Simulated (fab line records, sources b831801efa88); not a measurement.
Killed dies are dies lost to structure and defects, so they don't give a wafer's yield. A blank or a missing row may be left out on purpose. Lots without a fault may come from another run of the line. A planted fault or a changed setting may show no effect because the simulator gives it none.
fab line records | flow sky130 | part 2 of 2: steps 25 to 33 of 33
record lots=5 wafers=15 last_day=49
route steps=708 shown CAP2M@617 METAL4@621 VIA4@639
lots that met no fault: from a run of the same line without faults
start_h: hours from the record's first day to the start of the lot's first wafer shown | wait_h: hours since the lot's step before | " the same as in the row above | L1.1+2: a row that stands for several wafers | - no value, or no start given | * or withheld: withheld | < > ~ a bound
route shown NAME@n: a module of which the file shows steps, and the number in the route of the first | usual: mean/standard deviation of fault-free wafers | same: alike in all rows | chamber/n: place in a boat | sites: the reading at each site | _std_site: their standard deviation | _edge_site: outer sites' mean less inner sites' | radius_mm: how far each site lies from the wafer's centre | mask NAME#n: copy n | behind: the tool/chamber that last shaped the wafer | hold: why the lot was held/for how many hours/how that ended | device: the transistor (n, p or np) that didn't switch | end of line: the same wafers' tests at the end of the route | a step without rows: its recipe alone | killed: dies lost to structure and defects at the first sort, not the wafer's yield | map: a wafer's dies, x killed, . not, _ none there
set.NAME: the setting as run; set.NAME@STEP: as run at that earlier step | model.NAME: the simulator's own value behind a step, which no gauge read
lots at some steps of the route; a table a step, a row a wafer
services: from which hour (start_h, from the record's first day; less than 0 if before it) a tool's chamber was out of use, for how many hours, and why
## steps
# step SKY_VIA4_CMP_02
# recipe material=SiO2 down_force_psi=4 platen_rpm=60 pad_velocity_m_s=0.94248
# usual motor_current_A=11.7/0.83 slurry_filter_dp_kPa=13.49/0.12
# columns lot.wafer tool chamber start_h wait_h motor_current_A slurry_filter_dp_kPa
L079.1 cmp-01 1 1017.22 0.1 11.2 13.50
L079.4 " 3 " " 12.0 13.59
L079.6 " 2 " " 10.9 13.40
L080.3 cmp-02 0 1018.56 0.2 11.7 13.35
L080.6 " 1 " " 10.5 13.37
L080.5 " 2 " " 12.7 13.48
L083.4 cmp-01 3 1045.42 0.1 12.0 13.49
L083.1 " 1 " " 11.4 13.34
L083.5 " 2 " " 10.8 13.58
L084.3 cmp-01 0 1047.39 0.0 12.4 13.34
L084.4 " 3 " " 12.4 13.36
L084.6 " 1 " " 11.0 13.49
L091.1 cmp-02 1 1105.46 0.1 11.0 13.48
L091.4 " 2 " " 11.6 13.49
L091.5 " 1 " " 10.7 13.50
# step SKY_VIA4_BOW_MEAS_03
# recipe mode=bow
# usual VIA4_BOW=80/8.2
# columns lot.wafer tool chamber start_h wait_h VIA4_BOW[um]
L079.1 film_metro-01 - 1017.52 0.2 86
L079.4 " - " " 85
L079.6 " - " " 85
L080.3 film_metro-01 - 1018.75 0.1 72
L080.5 " - " " 68
L080.6 " - " " 77
L083.1 film_metro-04 - 1045.67 0.1 87
L083.4 " - " " 69
L083.5 " - " " 96
L084.3 film_metro-01 - 1047.73 0.3 76
L084.4 " - " " 83
L084.6 " - " " 83
L091.1 film_metro-04 - 1105.71 0.2 89
L091.4 " - " " 78
L091.5 " - " " 77
# step SKY_VIA4_DEHYDRATE_04
# recipe temp_c=200 time_s=60
# usual chill_plate_temp_C=22.98/0.1 heater_power_total_W=160.37/0.13
# columns lot.wafer tool chamber start_h wait_h chill_plate_temp_C heater_power_total_W
L079.1 litho_track-04 0 1028.24 10.7 23.07 160.42
L079.4 " 0 " " 22.81 160.35
L079.6 " 0 " " 23.05 160.21
L080.3 litho_track-02 0 1029.23 10.5 22.88 160.31
L080.5 " 0 " " 22.92 160.38
L080.6 " 0 " " 22.85 160.29
L083.1 litho_track-02 0 1054.93 9.2 22.89 160.35
L083.4 " 0 " " 23.00 160.27
L083.5 " 0 " " 23.05 160.63
L084.3 litho_track-02 0 1057.38 9.6 22.97 160.62
L084.4 " 0 " " 23.08 160.52
L084.6 " 0 " " 22.95 160.33
L091.1 litho_track-03 0 1115.42 9.7 22.98 160.53
L091.4 " 0 " " 23.03 160.10
L091.5 " 0 " " 22.96 160.16
# step SKY_VIA4_HMDS_05
# recipe prime_time_s=60 prime_temp_c=120
# usual chill_plate_temp_C=23.02/0.1
# same prime_time_s=60
# columns lot.wafer tool chamber start_h wait_h chill_plate_temp_C
L079.1 litho_track-04 0 1028.39 0.1 23.02
L079.4 " 0 " " 23.06
L079.6 " 0 " " 22.99
L080.3 litho_track-02 0 1029.38 0.1 22.91
L080.5 " 0 " " 23.05
L080.6 " 0 " " 23.04
L083.1 litho_track-02 0 1055.08 0.1 23.03
L083.4 " 0 " " 23.08
L083.5 " 0 " " 23.13
L084.3 litho_track-02 0 1057.53 0.1 23.09
L084.4 " 0 " " 23.23
L084.6 " 0 " " 23.01
L091.1 litho_track-03 0 1115.57 0.1 22.87
L091.4 " 0 " " 22.95
L091.5 " 0 " " 22.97
# step SKY_VIA4_COAT_06
# recipe resist=NOVOLAK spin_rpm=3000 resist_thk_nm=1140
# usual chill_plate_temp_C=22.99/0.091
# columns lot.wafer tool chamber start_h wait_h chill_plate_temp_C
L079.1 litho_track-04 0 1028.54 0.1 23.02
L079.4 " 0 " " 23.04
L079.6 " 0 " " 23.08
L080.3 litho_track-02 0 1029.53 0.1 22.96
L080.5 " 0 " " 23.00
L080.6 " 0 " " 22.93
L083.1 litho_track-02 0 1055.23 0.1 22.95
L083.4 " 0 " " 22.94
L083.5 " 0 " " 23.05
L084.3 litho_track-02 0 1057.68 0.1 22.94
L084.4 " 0 " " 22.99
L084.6 " 0 " " 22.95
L091.1 litho_track-03 0 1115.72 0.1 23.05
L091.4 " 0 " " 22.96
L091.5 " 0 " " 23.00
# step SKY_VIA4_SOFTBAKE_07
# recipe temp_c=90 time_s=60 resist=NOVOLAK
# usual chill_plate_temp_C=22.99/0.11 heater_power_total_W=56.60/0.042
# columns lot.wafer tool chamber start_h wait_h chill_plate_temp_C heater_power_total_W
L079.1 litho_track-04 0 1028.69 0.1 22.86 56.59
L079.4 " 0 " " 22.83 56.58
L079.6 " 0 " " 22.77 56.61
L080.3 litho_track-02 0 1029.68 0.1 22.87 56.61
L080.5 " 0 " " 22.79 56.56
L080.6 " 0 " " 22.81 56.68
L083.1 litho_track-02 0 1055.38 0.1 22.82 56.61
L083.4 " 0 " " 22.84 56.64
L083.5 " 0 " " 22.90 56.60
L084.3 litho_track-02 0 1057.83 0.1 22.80 56.53
L084.4 " 0 " " 22.88 56.57
L084.6 " 0 " " 22.97 56.62
L091.1 litho_track-03 0 1115.87 0.1 23.02 56.52
L091.4 " 0 " " 22.99 56.56
L091.5 " 0 " " 23.02 56.64
# step SKY_VIA4_EXPOSE_08
# recipe mask_id=VIM4 na=0.6 source_shape=conventional sigma_outer=0.6 polarization=unpolarized target_cd_nm=800 dose_mj=132
# usual exposure_dose_mJ_cm2=132.02/0.12 focus_offset_nm=0.0/0.54
# same sigma_outer=0.6
# columns lot.wafer tool chamber start_h wait_h mask exposure_dose_mJ_cm2 focus_offset_nm
L079.1 iline_stepper-01 0 - - VIM4#0 132.13 -0.3
L079.4 " 0 " " VIM4#0 132.02 0.2
L079.6 " 0 " " VIM4#0 132.13 0.2
L080.3 iline_stepper-02 0 - - VIM4#0 132.01 0.0
L080.5 " 0 " " VIM4#0 132.08 0.0
L080.6 " 0 " " VIM4#0 132.02 0.1
L083.1 iline_stepper-02 0 - - VIM4#0 132.09 -0.6
L083.4 " 0 " " VIM4#0 132.02 -0.2
L083.5 " 0 " " VIM4#0 132.05 -0.2
L084.3 iline_stepper-02 0 - - VIM4#0 131.76 -0.3
L084.4 " 0 " " VIM4#0 131.97 1.0
L084.6 " 0 " " VIM4#0 131.95 0.2
L091.1 iline_stepper-02 0 - - VIM4#0 131.86 0.4
L091.4 " 0 " " VIM4#0 131.91 0.9
L091.5 " 0 " " VIM4#0 131.85 0.7
# step SKY_VIA4_PEB_09
# recipe temp_c=withheld time_s=* resist=NOVOLAK
# usual chill_plate_temp_C=*
# columns lot.wafer tool chamber start_h wait_h chill_plate_temp_C
L079.1 litho_track-02 0 - - *
L079.4 " 0 " " *
L079.6 " 0 " " *
L080.3 litho_track-03 0 - - *
L080.5 " 0 " " *
L080.6 " 0 " " *
L083.1 litho_track-04 0 - - *
L083.4 " 0 " " *
L083.5 " 0 " " *
L084.3 litho_track-02 0 - - *
L084.4 " 0 " " *
L084.6 " 0 " " *
L091.1 litho_track-02 0 - - *
L091.4 " 0 " " *
L091.5 " 0 " " *
# step SKY_VIA4_DEVELOP_10
# recipe resist=NOVOLAK developer=TMAH develop_time_s=60 dev_temp_c=23
# usual chill_plate_temp_C=23.00/0.11
# columns lot.wafer tool chamber start_h wait_h chill_plate_temp_C
L079.1 litho_track-02 0 1039.73 0.1 23.00
L079.4 " 0 " " 22.99
L079.6 " 0 " " 23.08
L080.3 litho_track-03 0 1040.52 0.1 23.05
L080.5 " 0 " " 23.02
L080.6 " 0 " " 22.92
L083.1 litho_track-04 0 1065.59 0.1 22.77
L083.4 " 0 " " 22.93
L083.5 " 0 " " 23.10
L084.3 litho_track-02 0 1068.78 0.1 23.09
L084.4 " 0 " " 22.95
L084.6 " 0 " " 23.08
L091.1 litho_track-02 0 1124.93 0.1 23.03
L091.4 " 0 " " 22.93
L091.5 " 0 " " 23.25
## services
# columns tool chamber start_h hours kind
hdpcvd-02 2 992.25 4.8 repair
rie_metal-01 - 993.12 0.4 repair
rie_metal-03 - 996.96 28.1 pm
krf_scanner-02 - 1009.21 0.4 repair
krf_scanner-01 - 1012.25 0.3 repair
krf_scanner-01 - 1017.51 1.0 pm
cmp-02 - 1021.78 0.5 repair
plasma_asher-01 - 1023.66 1.1 repair
cmp-02 - 1027.67 8.5 pm
iline_stepper-02 - 1030.33 1.6 repair
krf_scanner-02 - 1040.29 0.8 pm
krf_scanner-01 - 1047.17 0.8 repair
cmp-01 - 1053.78 1.4 repair
krf_scanner-02 - 1054.13 2.6 repair
plasma_asher-01 - 1055.32 9.0 pm
wet_bench-01 - 1064.66 0.5 repair
hdpcvd-02 - 1077.48 0.3 repair
krf_scanner-01 - 1080.01 1.3 pm
krf_scanner-01 - 1082.05 0.8 pm
rie_metal-02 - 1082.17 2.8 pm
cmp-01 - 1084.08 4.0 pm
krf_scanner-01 - 1100.45 3.6 repair
cmp-01 - 1105.75 1.1 repair
krf_scanner-01 - 1111.98 0.5 repair
